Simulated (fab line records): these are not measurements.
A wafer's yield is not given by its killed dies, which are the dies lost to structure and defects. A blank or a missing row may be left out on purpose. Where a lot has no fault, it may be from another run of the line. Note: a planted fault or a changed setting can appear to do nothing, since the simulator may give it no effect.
Chamber matching || flow gf180mcu || 4 sister chambers for GF_CONTACT_CMP_04 on cmp-01
The step polishes SiO2. 8 wafers are shown with their chamber, then 11 later ones without.

## WAFERS WITH THEIR CHAMBER
{"wafer": "L228.3", "chamber": 0, "motorCurrentA (A)": 11.7, "timeToEndpointS (s)": 117}
{"wafer": "L229.1", "chamber": 0, "motorCurrentA (A)": 11.7, "timeToEndpointS (s)": 112}
{"wafer": "L229.4", "chamber": 3, "motorCurrentA (A)": 12.3, "timeToEndpointS (s)": 115}
{"wafer": "L231.5", "chamber": 1, "motorCurrentA (A)": 12.2, "timeToEndpointS (s)": 113}
{"wafer": "L236.1", "chamber": 3, "motorCurrentA (A)": 11.5, "timeToEndpointS (s)": 100}
{"wafer": "L236.4", "chamber": 2, "motorCurrentA (A)": 11.7, "timeToEndpointS (s)": 116}
{"wafer": "L236.6", "chamber": 2, "motorCurrentA (A)": 11.5, "timeToEndpointS (s)": 116}
{"wafer": "L240.1", "chamber": 1, "motorCurrentA (A)": 12.9, "timeToEndpointS (s)": 111}

## WAFERS WITHOUT THEIR CHAMBER
{"wafer": "L240.5", "motorCurrentA (A)": 12.2, "timeToEndpointS (s)": 121}
{"wafer": "L240.6", "motorCurrentA (A)": 11.5, "timeToEndpointS (s)": 123}
{"wafer": "L242.1", "motorCurrentA (A)": 11.9, "timeToEndpointS (s)": 117}
{"wafer": "L242.3", "motorCurrentA (A)": 12.2, "timeToEndpointS (s)": 107}
{"wafer": "L242.6", "motorCurrentA (A)": 13.1, "timeToEndpointS (s)": 107}
{"wafer": "L241.2", "motorCurrentA (A)": 12.0, "timeToEndpointS (s)": 119}
{"wafer": "L241.5", "motorCurrentA (A)": 12.4, "timeToEndpointS (s)": 116}
{"wafer": "L241.6", "motorCurrentA (A)": 11.7, "timeToEndpointS (s)": 127}
{"wafer": "L243.3", "motorCurrentA (A)": 12.5, "timeToEndpointS (s)": 109}
{"wafer": "L243.5", "motorCurrentA (A)": 11.8, "timeToEndpointS (s)": 114}
{"wafer": "L243.6", "motorCurrentA (A)": 13.6, "timeToEndpointS (s)": 111}

## THE CHAMBER EACH PASSED THROUGH
{"wafer": "L240.5", "from the rows above": "can't be placed: 0 or 2 or 1 or 3", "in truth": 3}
{"wafer": "L240.6", "from the rows above": "can't be placed: 2 or 0 or 3", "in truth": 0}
{"wafer": "L242.1", "from the rows above": "can't be placed: 0 or 2 or 3 or 1", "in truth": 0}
{"wafer": "L242.3", "from the rows above": "can't be placed: 3 or 1 or 0 or 2", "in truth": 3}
{"wafer": "L242.6", "from the rows above": "can't be placed: 1 or 3", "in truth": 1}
{"wafer": "L241.2", "from the rows above": "can't be placed: 0 or 2 or 1 or 3", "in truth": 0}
{"wafer": "L241.5", "from the rows above": "can't be placed: 1 or 0 or 3 or 2", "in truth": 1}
{"wafer": "L241.6", "from the rows above": "can't be placed: 2 or 0 or 1 or 3", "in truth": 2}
{"wafer": "L243.3", "from the rows above": "can't be placed: 1 or 3 or 0", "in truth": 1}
{"wafer": "L243.5", "from the rows above": "can't be placed: 0 or 2 or 3 or 1", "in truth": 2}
{"wafer": "L243.6", "from the rows above": "can't be placed: 1 or 3", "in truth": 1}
Correct placement for 0 of the 11. From these rows, 11 cannot be placed; in 11 the true chamber is one of the candidates. Placed wrongly: 0.
How it was worked out, from the rows above alone: a wafer's distance from a chamber is the root of the sum, over the readings, of the square of ((its reading less the chamber's mean) divided by the reading's scatter). The wafer belongs to the nearest chamber; if the next one is less than 2 further off, it can't be placed. The mean given for a chamber averages the wafers shown for that chamber. The scatter: take each reading less its chamber's mean, square it, sum over the shown wafers, divide by the number of wafers less the number of chambers, and take the root.
